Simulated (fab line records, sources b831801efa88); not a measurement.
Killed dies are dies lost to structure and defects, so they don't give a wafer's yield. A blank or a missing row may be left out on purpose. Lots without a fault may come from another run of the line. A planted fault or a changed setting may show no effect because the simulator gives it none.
One fault seen from 2 desks | flow sky130 | each desk has only its own numbers; what lay behind them comes last

THE TOOL OWNER'S DESK: implanter-02
The tool's own readings at SKY_VT_ADJUST_LVTN_IMPLANT_08: means of the sampled wafers that have a number, for each lot that ran on this tool. A lot is out of limits, marked OUT, if its mean lies more than 4 standard deviations from the usual mean; the brackets give that distance.
Columns: A = beam_energy_keV at SKY_VT_ADJUST_LVTN_IMPLANT_08, usual 29.999; B = dose_ions_cm2 at SKY_VT_ADJUST_LVTN_IMPLANT_08, usual 1.5697e+12; C = faraday_current_uA at SKY_VT_ADJUST_LVTN_IMPLANT_08, usual 8.85
lot  | first seen here | A      | B                            | C
L641 | day 7 15:26     | 30.013 | 1.5688e+12                   | 8.68
L642 | day 8 00:59     | 29.995 | 1.5700e+12                   | 9.06
L649 | day 9 09:07     | 30.002 | 1.0399e+12 (-99 or more) OUT | 5.92 (-16) OUT
L650 | day 9 13:19     | 30.003 | 1.0386e+12 (-99 or more) OUT | 5.87 (-17) OUT
L651 | day 9 20:59     | 29.998 | 1.0407e+12 (-99 or more) OUT | 5.91 (-16) OUT
This desk's finding: out of limits on L649, L650, L651; first on L649, day 9 09:07 (dose_ions_cm2 at SKY_VT_ADJUST_LVTN_IMPLANT_08). In limits: L641, L642.

THE METROLOGY DESK
What the gauges read, lot by lot, whatever tool the lot ran on: means of the sampled wafers that have a number. A lot is out of limits, marked OUT, if its mean lies more than 4 standard deviations from the usual mean; the brackets give that distance.
Columns: A = VT_ADJUST_LVTN_TW at SKY_VT_ADJUST_LVTN_TW_MEAS_10, usual 238.6
lot  | first seen here | A
L640 | day 7 02:28     | 238.8
L641 | day 7 15:41     | 238.4
L643 | day 8 01:01     | 239.1
L642 | day 8 01:14     | 238.8
L645 | day 8 12:24     | 239.0
L649 | day 9 09:21     | 212.8 (-26) OUT
L650 | day 9 13:34     | 211.7 (-27) OUT
L651 | day 9 21:13     | 212.9 (-26) OUT
L652 | day 10 05:11    | 238.0
L653 | day 10 08:58    | 239.6
L656 | day 11 04:53    | 239.0
L659 | day 12 00:59    | 239.1
L660 | day 12 11:08    | 239.6
L662 | day 13 00:47    | 238.0
L663 | day 13 07:16    | 238.2
This desk's finding: out of limits on L649, L650, L651; first on L649, day 9 09:21 (VT_ADJUST_LVTN_TW at SKY_VT_ADJUST_LVTN_TW_MEAS_10). In limits: L640, L641, L643, L642, L645, L652, L653, L656, L659, L660, L662, L663.

PUT TOGETHER
The tool owner's desk could have raised an alarm at day 9 09:07, on L649, L650, L651.
The metrology desk could have raised an alarm at day 9 09:21, on L649, L650, L651.
Of the lots named, all ran SKY_VT_ADJUST_LVTN_IMPLANT_08 on implanter-02.

WHAT THE SIMULATOR HAD PUT IN
Process parameter drift: implanter-02, from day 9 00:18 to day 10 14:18, at SKY_VT_ADJUST_LVTN_IMPLANT_08. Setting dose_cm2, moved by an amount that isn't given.
Lots struck among those shown: L649, L650, L651.
Hours from the fault's start to each desk's first reading out of limits: the tool owner's desk, 9; the metrology desk, 9.
